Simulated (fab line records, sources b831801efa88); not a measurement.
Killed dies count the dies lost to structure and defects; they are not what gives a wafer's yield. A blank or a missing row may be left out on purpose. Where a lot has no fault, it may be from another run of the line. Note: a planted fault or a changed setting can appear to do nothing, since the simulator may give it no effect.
fab line records	flow sfqLine
[record] lots = 5	wafers = 23
route steps=325 shown L0@3 L0V@24 M0@35 I0@47 M1@63 I1@74
startH: hours from the record's opening day to when the first of the lot's shown wafers began	waitH: hours since the lot's step before	" same as the row above	L1.1+2: several wafers, shown together as one row	- no value present, or no start provided	* or withheld: withheld	< > ~ a bound
route shown NAME@n: a module of which the file shows steps, and the number in the route of the first	usual: mean/standard deviation taken from wafers without a fault	same: alike in all rows	chamber/n: place in a boat	sites: readings site by site	_std_site: the values' standard deviation	_edge_site: inner sites' mean taken away from outer sites' mean	radiusMm: for every site, how far away it sits from the centre of the wafer	mask NAME#n: copy n	behind: tool/chamber where the wafer was last shaped	hold: the reason the lot was held/the length of the hold in hours/how it ended	device: the n, p or np transistor that did not switch	end of line: the tests these same wafers got at the end of their route	a step with no rows: only its recipe	killed: dies that structure and defects cost at the first sort, which is not the same as the wafer's yield	map: per-die view of a wafer (x killed, . not killed, _ where there is no die)
set.NAME: the setting as run; set.NAME@STEP: as run at that earlier step	model.NAME: the simulator's own value behind a step, which no gauge read
one table per step and one row per wafer, for lots whose settings were changed on purpose
[[steps]]
[step SFQ_TRILAYER_L0_DEP_SPUTTER_003]
[recipe] material = MoNx_KI	basePressurePa = 1.33e-06	targetThkNm = 40	powerW = 800	timeS = 100	chamberPressurePa = 0.4
lot.wafer	tool	chamber	startH	waitH	set.timeS	model.MoNx_KI_of_TRILAYER_L0_DEP_SPUTTER_003.thkNm
L076.1	pvdSputter-06	-	22.49	0.0	108.4	43.07
L076.2	"	-	"	"	100	40.41
L076.3	"	-	"	"	100	40.34
L076.4	"	-	"	"	108.4	42.85
L076.5	"	-	"	"	108.4	43.86
L077.1	pvdSputter-03	-	27.49	0.0	100	40.86
L077.3	"	-	"	"	100	39.57
L077.4	"	-	"	"	100	39.34
L077.5	"	-	"	"	100	40.02
L077.6	"	-	"	"	100	39.45
L078.1	pvdSputter-06	-	32.54	0.0	87.16	35.48
L078.3	"	-	"	"	100	40.62
L078.4	"	-	"	"	100	41.08
L078.5	"	-	"	"	87.16	34.73
L078.6	"	-	"	"	87.16	35.89
L080.1	pvdSputter-06	-	42.49	0.0	100	40.46
L080.3	"	-	"	"	100	40.12
L080.4	"	-	"	"	100	40.85
L080.5	"	-	"	"	100	40.37
L080.6	"	-	"	"	100	41.06
L082.3	pvdSputter-06	-	52.49	0.0	100	40.89
L082.4	"	-	"	"	100	41.05
L082.6	"	-	"	"	100	40.94
[step SFQ_L0_RS_MEAS_901]
[recipe] thkMeasGauge = four-point-probe	reads = MoNx_KI_of_TRILAYER_L0_DEP_SPUTTER_003
[usual] L0_MONX_KI_RS = 43.3/0.56
lot.wafer	tool	chamber	startH	waitH	set.timeS@TRILAYER_L0_DEP_SPUTTER_003	L0_MONX_KI_RS[ohm/sq]
L076.1	filmMetro-01	-	22.56	0.0	108.4	40.4
L076.2	"	-	"	"	100	43.1
L076.3	"	-	"	"	100	43.1
L076.4	"	-	"	"	108.4	40.6
L076.5	"	-	"	"	108.4	39.8
L077.1	filmMetro-01	-	27.56	0.0	100	42.6
L077.3	"	-	"	"	100	44.0
L077.4	"	-	"	"	100	44.4
L077.5	"	-	"	"	100	43.6
L077.6	"	-	"	"	100	44.2
L078.1	filmMetro-01	-	32.61	0.0	87.16	49.1
L078.3	"	-	"	"	100	43.0
L078.4	"	-	"	"	100	42.5
L078.5	"	-	"	"	87.16	50.2
L078.6	"	-	"	"	87.16	48.6
L080.1	filmMetro-02	-	42.56	0.0	100	43.1
L080.3	"	-	"	"	100	43.4
L080.4	"	-	"	"	100	42.6
L080.5	"	-	"	"	100	43.0
L080.6	"	-	"	"	100	42.4
L082.3	filmMetro-04	-	52.60	0.1	100	42.6
L082.4	"	-	"	"	100	42.4
L082.6	"	-	"	"	100	42.6
[step SFQ_L0_THK_MEAS_902]
[recipe] thkMeasGauge = xrf	reads = MoNx_KI_of_TRILAYER_L0_DEP_SPUTTER_003
[usual] L0_MONX_KI_THK = 40.0/0.56
lot.wafer	tool	chamber	startH	waitH	set.timeS@TRILAYER_L0_DEP_SPUTTER_003	L0_MONX_KI_THK[nm]
L076.1	filmMetro-01	-	22.68	0.1	108.4	43.3
L076.2	"	-	"	"	100	40.4
L076.3	"	-	"	"	100	40.4
L076.4	"	-	"	"	108.4	43.0
L076.5	"	-	"	"	108.4	43.8
L077.1	filmMetro-01	-	27.68	0.1	100	40.9
L077.3	"	-	"	"	100	39.2
L077.4	"	-	"	"	100	39.2
L077.5	"	-	"	"	100	39.8
L077.6	"	-	"	"	100	39.5
L078.1	filmMetro-01	-	32.73	0.1	87.16	35.4
L078.3	"	-	"	"	100	40.6
L078.4	"	-	"	"	100	41.1
L078.5	"	-	"	"	87.16	34.5
L078.6	"	-	"	"	87.16	35.9
L080.1	filmMetro-02	-	42.68	0.1	100	40.2
L080.3	"	-	"	"	100	39.8
L080.4	"	-	"	"	100	40.5
L080.5	"	-	"	"	100	39.9
L080.6	"	-	"	"	100	40.6
L082.3	filmMetro-04	-	52.70	0.1	100	40.5
L082.4	"	-	"	"	100	40.7
L082.6	"	-	"	"	100	40.5
[step SFQ_TRILAYER_L0_VIA_BARC_OPEN_VIA_ETCH_021]
[recipe] maskMaterial = PR	chemistry = O2	targetDepthNm = 125	target = BARC	sourceW = 500	biasW = 80	pressureMtorr = 30	timeS = 41.7
[usual] oesProductAu = 0.684/0.0046
lot.wafer	tool	chamber	startH	waitH	set.timeS	oesProductAu	model.KrF_of_TRILAYER_L0_VIA_LITHO_COAT_013.thkNm
L076.1	rieDiel-04	0	160.41	0.0	36.89	0.724	580.2
L076.2	"	2	"	"	41.7	0.680	572.5
L076.3	"	1	"	"	36.89	0.728	580.2
L076.4	"	3	"	"	36.89	0.715	579
L076.5	"	0	"	"	41.7	0.690	574.6
L077.1	rieDiel-03	1	171.21	0.0	41.7	0.686	575.4
L077.3	"	2	"	"	45.81	0.673	568.2
L077.4	"	1	"	"	45.81	0.673	568.5
L077.5	"	3	"	"	45.81	0.675	566.4
L077.6	"	2	"	"	41.7	0.696	573.8
L078.1	rieDiel-03	2	180.41	0.0	41.7	0.689	573.2
L078.3	"	0	"	"	41.7	0.689	573.5
L078.4	"	1	"	"	41.7	0.677	570.6
L078.5	"	1	"	"	41.7	0.686	571.4
L078.6	"	0	"	"	41.7	0.692	574.3
L080.1	rieDiel-01	0	194.94	0.0	44.12	0.673	569.1
L080.3	"	2	"	"	44.12	0.673	570.5
L080.4	"	1	"	"	41.7	0.681	571.8
L080.5	"	1	"	"	44.12	0.676	566.8
L080.6	"	2	"	"	41.7	0.685	571.8
L082.3	rieDiel-03	3	207.10	0.0	41.7	0.682	572.2
L082.4	"	2	"	"	41.7	0.677	574.5
L082.6	"	1	"	"	41.7	0.691	571.3
[step SFQ_TRILAYER_L0_VIA_ETCH_VIA_ETCH_016]
[recipe] target = SiO2	stopOn = MoNx_KI	maskMaterial = PR	chemistry = CHF3	targetDepthNm = 80	sourceW = 500	biasW = 80	pressureMtorr = 30	timeS = withheld
lot.wafer	tool	chamber	startH	waitH	set.timeS@TRILAYER_L0_VIA_BARC_OPEN_VIA_ETCH_021	model.KrF_of_TRILAYER_L0_VIA_LITHO_COAT_013.thkNm
L076.1	rieDiel-04	0	160.45	0.0	*	565.9
L076.2	"	2	"	"	*	558.8
L076.3	"	1	"	"	*	566.3
L076.4	"	3	"	"	*	564.5
L076.5	"	0	"	"	*	560.4
L077.1	rieDiel-03	1	171.25	0.0	*	561.4
L077.3	"	2	"	"	*	554.1
L077.4	"	1	"	"	*	554.5
L077.5	"	3	"	"	*	552.1
L077.6	"	2	"	"	*	559.8
L078.1	rieDiel-03	2	180.45	0.0	*	559.4
L078.3	"	0	"	"	*	559.9
L078.4	"	1	"	"	*	556.7
L078.5	"	1	"	"	*	557.5
L078.6	"	0	"	"	*	560.8
L080.1	rieDiel-01	0	194.98	0.0	*	555.1
L080.3	"	2	"	"	*	556.8
L080.4	"	1	"	"	*	557.7
L080.5	"	1	"	"	*	552.9
L080.6	"	2	"	"	*	558.1
L082.3	rieDiel-03	3	207.14	0.0	*	558.1
L082.4	"	2	"	"	*	560.6
L082.6	"	1	"	"	*	557.2
[step SFQ_TRILAYER_M0_LITHO_EXPOSE_022]
[recipe] maskId = M0	na = 0.6	sourceShape = conventional	sigmaOuter = 0.65	targetCdNm = 500	doseMj = 14.4
lot.wafer	tool	chamber	startH	waitH	mask	set.doseMj
L076.1+3+5	krfScanner-01	0	254.56	-	M0#0	13.75
L076.2+4	"	0	"	"	M0#0	14.4
L077.1+4+6	krfScanner-02	0	267.67	-	M0#0	14.04
L077.3+5	"	0	"	"	M0#0	14.4
L078.1+3+4+5+6	krfScanner-01	0	281.13	-	M0#0	14.4
L080.1+3+6	krfScanner-02	0	301.52	-	M0#0	14.4
L080.4+5	"	0	"	"	M0#0	14.11
L082.3+4+6	krfScanner-02	0	316.32	-	M0#0	14.4
[step SFQ_TRILAYER_M0_LITHO_PEB_024]
[recipe] pebTempC = 115	pebTimeS = 60	resist = KrF
[step SFQ_TRILAYER_M0_LITHO_DEVELOP_023]
[recipe] timeS = 60	resist = KrF
[step SFQ_TRILAYER_M0_BARC_OPEN_METAL_ETCH_031]
[recipe] maskMaterial = PR	chemistry = O2	targetDepthNm = 125	target = BARC	icpW = 600	biasW = 80	pressureMtorr = 10	timeS = 41.7
lot.wafer	tool	chamber	startH	waitH	set.doseMj@TRILAYER_M0_LITHO_EXPOSE_022	model.M0.cdNm
L076.1	rieMetal-04	1	256.10	0.0	13.75	508.7
L076.2	"	0	"	"	14.4	498.2
L076.3	"	1	"	"	13.75	509.5
L076.4	"	0	"	"	14.4	498.8
L076.5	"	1	"	"	13.75	509.1
L077.1	rieMetal-02	0	269.21	0.0	14.04	503.3
L077.3	"	0	"	"	14.4	499.2
L077.4	"	1	"	"	14.04	504.6
L077.5	"	1	"	"	14.4	499.4
L077.6	"	0	"	"	14.04	503.1
L078.1	rieMetal-04	1	282.67	0.0	14.4	500.9
L078.3	"	1	"	"	14.4	500.2
L078.4	"	0	"	"	14.4	497.7
L078.5	"	1	"	"	14.4	499.4
L078.6	"	0	"	"	14.4	498.2
L080.1	rieMetal-02	1	303.06	0.0	14.4	500
L080.3	"	1	"	"	14.4	501.2
L080.4	"	0	"	"	14.11	503
L080.5	"	0	"	"	14.11	503.2
L080.6	"	1	"	"	14.4	502
L082.3	rieMetal-01	0	317.48	0.0	14.4	498.1
L082.4	"	1	"	"	14.4	499.6
L082.6	"	1	"	"	14.4	499.9
[step SFQ_TRILAYER_M0_ETCH_METAL_ETCH_024]
[recipe] target = Nb	stopOn = SiO2	maskMaterial = PR	chemistry = Cl2/Ar	targetDepthNm = 240	icpW = 600	biasW = 80	pressureMtorr = 10	timeS = 120
lot.wafer	tool	chamber	startH	waitH	set.doseMj@TRILAYER_M0_LITHO_EXPOSE_022	model.M0.cdNm
L076.1	rieMetal-04	1	256.16	0.0	13.75	511.2
L076.2	"	0	"	"	14.4	497.9
L076.3	"	1	"	"	13.75	511.4
L076.4	"	0	"	"	14.4	498.8
L076.5	"	1	"	"	13.75	512.1
L077.1	rieMetal-02	0	269.27	0.0	14.04	500.5
L077.3	"	0	"	"	14.4	495.9
L077.4	"	1	"	"	14.04	501.3
L077.5	"	1	"	"	14.4	496.5
L077.6	"	0	"	"	14.04	500.9
L078.1	rieMetal-04	1	282.73	0.0	14.4	503.3
L078.3	"	1	"	"	14.4	502.4
L078.4	"	0	"	"	14.4	498.3
L078.5	"	1	"	"	14.4	501.5
L078.6	"	0	"	"	14.4	499
L080.1	rieMetal-02	1	303.12	0.0	14.4	498.6
L080.3	"	1	"	"	14.4	499.6
L080.4	"	0	"	"	14.11	501.9
L080.5	"	0	"	"	14.11	503
L080.6	"	1	"	"	14.4	501.4
L082.3	rieMetal-01	0	317.56	0.1	14.4	498.5
L082.4	"	1	"	"	14.4	496.8
L082.6	"	1	"	"	14.4	497.4
[step SFQ_TRILAYER_I0_VIA_LITHO_COAT_036]
[recipe] resist = BARC	spinRpm = 3000	resistThkNm = 62
lot.wafer	tool	chamber	startH	waitH	set.spinRpm	model.BARC_of_TRILAYER_I0_VIA_LITHO_COAT_036.thkNm
L076.1	lithoTrack-01	0	261.46	1.0	2888	62.92
L076.2	"	0	"	"	2888	62.99
L076.3	"	0	"	"	3000	61.75
L076.4	"	0	"	"	2888	63.28
L076.5	"	0	"	"	3000	61.8
L077.1+5	lithoTrack-01	0	274.57	1.0	3000	61.91
L077.3	"	0	"	"	3000	61.99
L077.4	"	0	"	"	3000	61.81
L077.6	"	0	"	"	3000	61.88
L078.1	lithoTrack-03	0	288.07	1.0	2809	63.73
L078.3	"	0	"	"	2809	63.76
L078.4	"	0	"	"	3000	61.77
L078.5	"	0	"	"	3000	61.73
L078.6	"	0	"	"	2809	63.75
L080.1	lithoTrack-04	0	310.22	1.0	3081	61.17
L080.3	"	0	"	"	3000	61.98
L080.4+6	"	0	"	"	3000	62.12
L080.5	"	0	"	"	3081	61.1
L082.3	lithoTrack-03	0	322.92	0.7	3000	61.88
L082.4	"	0	"	"	3000	62.01
L082.6	"	0	"	"	3000	62.12
[step SFQ_TRILAYER_I0_VIA_LITHO_COAT_031]
[recipe] resist = KrF	spinRpm = 3000	resistThkNm = 650
[step SFQ_TRILAYER_I0_VIA_LITHO_SOFTBAKE_035]
[recipe] tempC = withheld	timeS = withheld	resist = KrF
[step SFQ_TRILAYER_I0_VIA_LITHO_DEVELOP_033]
[recipe] timeS = 60	resist = KrF
[step SFQ_TRILAYER_I0_VIA_BARC_OPEN_VIA_ETCH_046]
[recipe] maskMaterial = PR	chemistry = O2	targetDepthNm = 125	target = BARC	sourceW = 500	biasW = 78.42	pressureMtorr = 30	timeS = 41.7
lot.wafer	tool	chamber	startH	waitH	set.spinRpm@TRILAYER_I0_VIA_LITHO_COAT_036	model.etch.depthNm
L076.1+4	rieDiel-02	2,3	341.58	0.0	2888	-
L076.2	"	0	"	"	2888	62.99
L076.3	"	1	"	"	3000	61.75
L076.5	"	2	"	"	3000	-
L077.1+3	rieDiel-02	3,0	387.31	0.0	3000	-
L077.4	"	1	"	"	3000	61.81
L077.5	"	3	"	"	3000	61.91
L077.6	"	0	"	"	3000	61.88
L078.1+6	rieDiel-03	1,3	400.51	0.0	2809	-
L078.3	"	0	"	"	2809	63.76
L078.4+5	"	1,0	"	"	3000	-
L080.1	rieDiel-02	1	430.01	0.0	3081	-
L080.3	"	0	"	"	3000	61.98
L080.4	"	2	"	"	3000	-
L080.5	"	1	"	"	3081	61.1
L080.6	"	0	"	"	3000	62.12
L082.3	rieDiel-03	0	448.88	0.0	3000	61.88
L082.4	"	1	"	"	3000	62.01
L082.6	"	0	"	"	3000	62.12
[step SFQ_TRILAYER_M1_LITHO_COAT_039]
[recipe] resist = KrF	spinRpm = 3000	resistThkNm = 600
lot.wafer	tool	chamber	startH	waitH	set.spinRpm	model.KrF_of_TRILAYER_M1_LITHO_COAT_039.thkNm
L076.1	lithoTrack-02	0	343.11	0.2	3000	602.2
L076.2	"	0	"	"	3000	600.4
L076.3	"	0	"	"	3000	598.4
L076.4	"	0	"	"	3000	599.9
L076.5	"	0	"	"	3000	599.7
L077.1	lithoTrack-02	0	388.84	0.2	3000	603.1
L077.3	"	0	"	"	2877	615
L077.4	"	0	"	"	2877	614.6
L077.5	"	0	"	"	3000	601.2
L077.6	"	0	"	"	2877	614.7
L078.1	lithoTrack-04	0	402.04	0.2	3000	598
L078.3	"	0	"	"	2907	606
L078.4	"	0	"	"	3000	598.6
L078.5	"	0	"	"	2907	606.5
L078.6	"	0	"	"	2907	606.4
L080.1+4	lithoTrack-01	0	431.53	0.2	3000	598.2
L080.3	"	0	"	"	3067	592
L080.5	"	0	"	"	3067	592.1
L080.6	"	0	"	"	3067	591.4
L082.3	lithoTrack-04	0	451.11	0.2	3000	599.9
L082.4	"	0	"	"	3000	598.3
L082.6	"	0	"	"	3000	599.8
[step SFQ_TRILAYER_M1_LITHO_SOFTBAKE_043]
[recipe] tempC = withheld	timeS = withheld	resist = KrF
[step SFQ_TRILAYER_M1_LITHO_EXPOSE_040]
[recipe] maskId = M1	na = 0.6	sourceShape = conventional	sigmaOuter = 0.65	targetCdNm = 500	doseMj = 14.4
[step SFQ_TRILAYER_M1_LITHO_DEVELOP_041]
[recipe] timeS = 60	resist = KrF
[step SFQ_TRILAYER_M1_BARC_OPEN_METAL_ETCH_054]
[recipe] maskMaterial = PR	chemistry = O2	targetDepthNm = 125	target = BARC	icpW = 600	biasW = 80	pressureMtorr = 10	timeS = 41.7
lot.wafer	tool	chamber	startH	waitH	set.spinRpm@TRILAYER_M1_LITHO_COAT_039	model.KrF_of_TRILAYER_M1_LITHO_COAT_039.thkNm
L076.1	rieMetal-04	1	347.13	0.0	3000	527.4
L076.2	"	0	"	"	3000	522.6
L076.3	"	0	"	"	3000	520.4
L076.4	"	1	"	"	3000	524.4
L076.5	"	1	"	"	3000	525
L077.1	rieMetal-04	0	536.73	0.0	3000	525
L077.3	"	1	"	"	2877	539.3
L077.4	"	0	"	"	2877	536
L077.5	"	0	"	"	3000	522.9
L077.6	"	1	"	"	2877	538.8
L078.1	rieMetal-02	1	550.91	0.0	3000	518.2
L078.3	"	1	"	"	2907	525.7
L078.4	"	0	"	"	3000	521
L078.5	"	0	"	"	2907	529.3
L078.6	"	1	"	"	2907	526.6
L080.1	rieMetal-03	1	585.13	0.0	3000	520.6
L080.3	"	1	"	"	3067	514.5
L080.4	"	0	"	"	3000	519.6
L080.5	"	1	"	"	3067	514.8
L080.6	"	0	"	"	3067	512.1
L082.3	rieMetal-02	0	611.22	0.0	3000	521
L082.4	"	1	"	"	3000	518
L082.6	"	0	"	"	3000	520.8
[step SFQ_TRILAYER_I1_CMP_CMP_046]
[recipe] material = SiO2	downForcePsi = 3	platenRpm = 60	padVelocityMS = 0.94248
lot.wafer	tool	chamber	startH	waitH	set.leaveAboveRefNm	model.SiO2_of_TRILAYER_I1_DEP_PECVD_045.thkNm
L076.3	cmp-01	2	356.31	8.2	200	200.2
L076.2+5	"	3,2	"	"	200	200.1
L076.1	"	0	"	"	195.3	194.2
L076.4	"	1	"	"	195.3	196.1
L077.4	cmp-02	1	543.19	5.4	200	200.4
L077.3	"	3	544.19	6.4	200	201.5
L077.1	"	0	"	"	200	199.7
L077.6	"	1	"	"	200	200.6
L077.5	"	2	"	"	200	197.3
L078.3	cmp-01	0	554.35	2.4	200	197.7
L078.4+1	"	2,3	555.35	3.4	200	199.6
L078.5	"	0	556.35	4.4	200	199.5
L078.6	"	1	"	"	200	200.5
L080.1	cmp-02	0	587.56	1.4	200	200.9
L080.4	"	1	"	"	186.7	188.1
L080.3	"	3	589.06	2.9	200	200.7
L080.6	"	0	"	"	186.7	185.3
L080.5	"	1	"	"	200	200.4
L082.3	cmp-02	1	613.84	1.6	200	201.2
L082.4	"	2	"	"	200	198.6
L082.6	"	0	615.34	3.1	200	200.3
[step SFQ_TRILAYER_I1_METRO_MEASURE_047]
[usual] thkNm = 199.7/1.1
lot.wafer	tool	chamber	startH	waitH	set.leaveAboveRefNm@TRILAYER_I1_CMP_CMP_046	thkNm
L076.1	filmMetro-02	-	359.43	0.1	195.3	194.2
L076.2	"	-	"	"	200	200.1
L076.3	"	-	"	"	200	200.3
L076.4	"	-	"	"	195.3	196.1
L076.5	"	-	"	"	200	200.2
L077.1	filmMetro-04	-	546.31	0.1	200	199.5
L077.3	"	-	"	"	200	201.3
L077.4	"	-	"	"	200	200.5
L077.5	"	-	"	"	200	197.4
L077.6	"	-	"	"	200	200.7
L078.1	filmMetro-01	-	557.47	0.1	200	199.6
L078.3	"	-	"	"	200	197.7
L078.4	"	-	"	"	200	199.6
L078.5	"	-	"	"	200	199.5
L078.6	"	-	"	"	200	200.4
L080.1	filmMetro-04	-	590.68	0.1	200	200.9
L080.3	"	-	"	"	200	200.8
L080.4	"	-	"	"	186.7	188.0
L080.5	"	-	"	"	200	200.5
L080.6	"	-	"	"	186.7	185.0
L082.3	filmMetro-04	-	616.36	0.5	200	201.1
L082.4	"	-	"	"	200	198.6
L082.6	"	-	"	"	200	200.3
[step SFQ_TRILAYER_I1_VIA_BARC_OPEN_VIA_ETCH_071]
[recipe] maskMaterial = PR	chemistry = O2	targetDepthNm = 125	target = BARC	sourceW = 500	biasW = 80	pressureMtorr = 30	timeS = 41.7
lot.wafer	tool	chamber	startH	waitH	set.sourceW
L076.1+2+5	rieDiel-02	3,0,2	477.93	0.0	546.7
L076.3+4	"	2,1	"	"	500
L077.1+3+6	rieDiel-02	1,3,0	553.75	0.0	500
L077.4+5	"	1,3	"	"	547
L078.1+4+6	rieDiel-01	0,3,2	560.95	0.0	440.5
L078.3+5	"	2,1	"	"	500
L080.1+5	rieDiel-04	1,2	600.28	0.0	500
L080.3+4+6	"	2,3,3	"	"	529.8
L082.3+4+6	rieDiel-02	0,3,3	619.57	0.0	500
[step SFQ_TRILAYER_I1_VIA_ETCH_VIA_ETCH_052]
[recipe] target = SiO2	stopOn = Nb	maskMaterial = PR	taperDeg = 20	chemistry = CHF3	targetDepthNm = 260	sourceW = 500	biasW = 80	pressureMtorr = 30	timeS = withheld
lot.wafer	tool	chamber	startH	waitH	set.leaveAboveRefNm@TRILAYER_I1_CMP_CMP_046	model.I1.featureDepthNm
L076.1	rieDiel-02	3	477.97	0.0	195.3	194.2
L076.2	"	0	"	"	200	200.1
L076.3	"	2	"	"	200	200.2
L076.4	"	1	"	"	195.3	196.1
L076.5	"	2	"	"	200	200
L077.1	rieDiel-02	1	553.79	0.0	200	199.7
L077.3	"	3	"	"	200	201.5
L077.4	"	1	"	"	200	200.4
L077.5	"	3	"	"	200	197.3
L077.6	"	0	"	"	200	200.6
L078.1+4	rieDiel-01	0,3	560.99	0.0	200	199.6
L078.3	"	2	"	"	200	197.7
L078.5	"	1	"	"	200	199.5
L078.6	"	2	"	"	200	200.5
L080.1	rieDiel-04	1	600.32	0.0	200	200.9
L080.3	"	2	"	"	200	200.6
L080.4	"	3	"	"	186.7	188.1
L080.5	"	2	"	"	200	200.4
L080.6	"	3	"	"	186.7	185.2
L082.3	rieDiel-02	0	619.61	0.0	200	201.2
L082.4	"	3	"	"	200	198.6
L082.6	"	3	"	"	200	200.3
[[key]]
[split] step = SFQ_TRILAYER_L0_DEP_SPUTTER_003	setting = timeS	stated = 100	by = wafer
[response] step = SFQ_TRILAYER_L0_DEP_SPUTTER_003	reading = model.MoNx_KI_of_TRILAYER_L0_DEP_SPUTTER_003.thkNm	change = +0.402	per = 1%	r = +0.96
[response] step = SFQ_L0_RS_MEAS_901	reading = L0_MONX_KI_RS	change = -0.459	per = 1%	r = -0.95
[response] step = SFQ_L0_THK_MEAS_902	reading = L0_MONX_KI_THK	change = +0.407	per = 1%	r = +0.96
[split] step = SFQ_TRILAYER_L0_VIA_BARC_OPEN_VIA_ETCH_021	setting = timeS	stated = 41.7	by = wafer
[response] step = SFQ_TRILAYER_L0_VIA_BARC_OPEN_VIA_ETCH_021	reading = oesProductAu	change = -0.00247	per = 1%	r = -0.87
[response] step = SFQ_TRILAYER_L0_VIA_BARC_OPEN_VIA_ETCH_021	reading = model.KrF_of_TRILAYER_L0_VIA_LITHO_COAT_013.thkNm	change = -0.596	per = 1%	r = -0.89
[response] step = SFQ_TRILAYER_L0_VIA_ETCH_VIA_ETCH_016	reading = model.KrF_of_TRILAYER_L0_VIA_LITHO_COAT_013.thkNm	change = -0.587	per = 1%	r = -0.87
[split] step = SFQ_TRILAYER_M0_LITHO_EXPOSE_022	setting = doseMj	stated = 14.4	by = wafer
[response] step = SFQ_TRILAYER_M0_BARC_OPEN_METAL_ETCH_031	reading = model.M0.cdNm	change = -2.05	per = 1%	r = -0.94
[response] step = SFQ_TRILAYER_M0_ETCH_METAL_ETCH_024	reading = model.M0.cdNm	change = -2.49	per = 1%	r = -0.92
[split] step = SFQ_TRILAYER_I0_VIA_LITHO_COAT_036	setting = spinRpm	stated = 3000	by = wafer
[response] step = SFQ_TRILAYER_I0_VIA_LITHO_COAT_036	reading = model.BARC_of_TRILAYER_I0_VIA_LITHO_COAT_036.thkNm	change = -0.324	per = 1%	r = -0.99
[response] step = SFQ_TRILAYER_I0_VIA_BARC_OPEN_VIA_ETCH_046	reading = model.etch.depthNm	change = -0.339	per = 1%	r = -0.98
[split] step = SFQ_TRILAYER_M1_LITHO_COAT_039	setting = spinRpm	stated = 3000	by = wafer
[response] step = SFQ_TRILAYER_M1_LITHO_COAT_039	reading = model.KrF_of_TRILAYER_M1_LITHO_COAT_039.thkNm	change = -2.9	per = 1%	r = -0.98
[response] step = SFQ_TRILAYER_M1_BARC_OPEN_METAL_ETCH_054	reading = model.KrF_of_TRILAYER_M1_LITHO_COAT_039.thkNm	change = -3.04	per = 1%	r = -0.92
[split] step = SFQ_TRILAYER_I1_CMP_CMP_046	setting = leaveAboveRefNm	stated = 200	by = wafer
[response] step = SFQ_TRILAYER_I1_CMP_CMP_046	reading = model.SiO2_of_TRILAYER_I1_DEP_PECVD_045.thkNm	change = +2.1	per = 1%	r = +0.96
[response] step = SFQ_TRILAYER_I1_METRO_MEASURE_047	reading = thkNm	change = +2.14	per = 1%	r = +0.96
[response] step = SFQ_TRILAYER_I1_VIA_ETCH_VIA_ETCH_052	reading = model.I1.featureDepthNm	change = +2.11	per = 1%	r = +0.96
[split] step = SFQ_TRILAYER_I1_VIA_BARC_OPEN_VIA_ETCH_071	setting = sourceW	stated = 500	by = wafer
response none clear
